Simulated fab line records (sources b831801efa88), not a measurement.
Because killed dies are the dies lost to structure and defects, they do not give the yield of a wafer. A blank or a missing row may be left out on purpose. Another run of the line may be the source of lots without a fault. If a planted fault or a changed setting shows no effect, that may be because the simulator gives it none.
The tool behind it: which one? -- flow sfq_line -- at 1 step of a route of 325, 7 lots with 21 wafers sampled

## WHAT THE GAUGES SHOWED, per wafer
SFQ_M2_OVL_MEAS_916.
lot,measured,on,M2_OVL (nm)
L457,day 33 05:29,overlay-01,-3 -3 -2
L461,day 34 15:06,overlay-02,-1 -8 -7
L466,day 36 04:30,overlay-01,-4 -6 -5
L469,day 36 22:23,overlay-01,-4 -7 -4
L471,day 44 17:14,overlay-01,-9 -4 3
L473,day 45 11:14,overlay-02,1 -2 2
L475,day 46 07:44,overlay-02,4 5 8

## TOOL THAT RAN EACH LOT (tool first, then ch and the chambers of the sampled wafers, then the start)
No process step before these readings appears in the record.

## THE ANSWER, worked out from the rows above alone
Rule: usual is defined by the lots themselves. The widest of any qualifying gaps counts: lots, ordered by their means at a reading, are off when they make up no more than a third of the lots, leave a main group of 4 or more, and stand apart from it by 3 or more times the standard deviation of that group's means. The tables above print the reading to a certain number of digits; a main group whose means all agree to those digits is not used. A lot without any number at a reading at which 4 lots or more have one is off too. Where the step has rows for the other lots, those lots are counted as sound.
Across all readings shown, no lot is off: no conclusion can be drawn from this.

## WHAT WAS PUT IN BY THE SIMULATOR
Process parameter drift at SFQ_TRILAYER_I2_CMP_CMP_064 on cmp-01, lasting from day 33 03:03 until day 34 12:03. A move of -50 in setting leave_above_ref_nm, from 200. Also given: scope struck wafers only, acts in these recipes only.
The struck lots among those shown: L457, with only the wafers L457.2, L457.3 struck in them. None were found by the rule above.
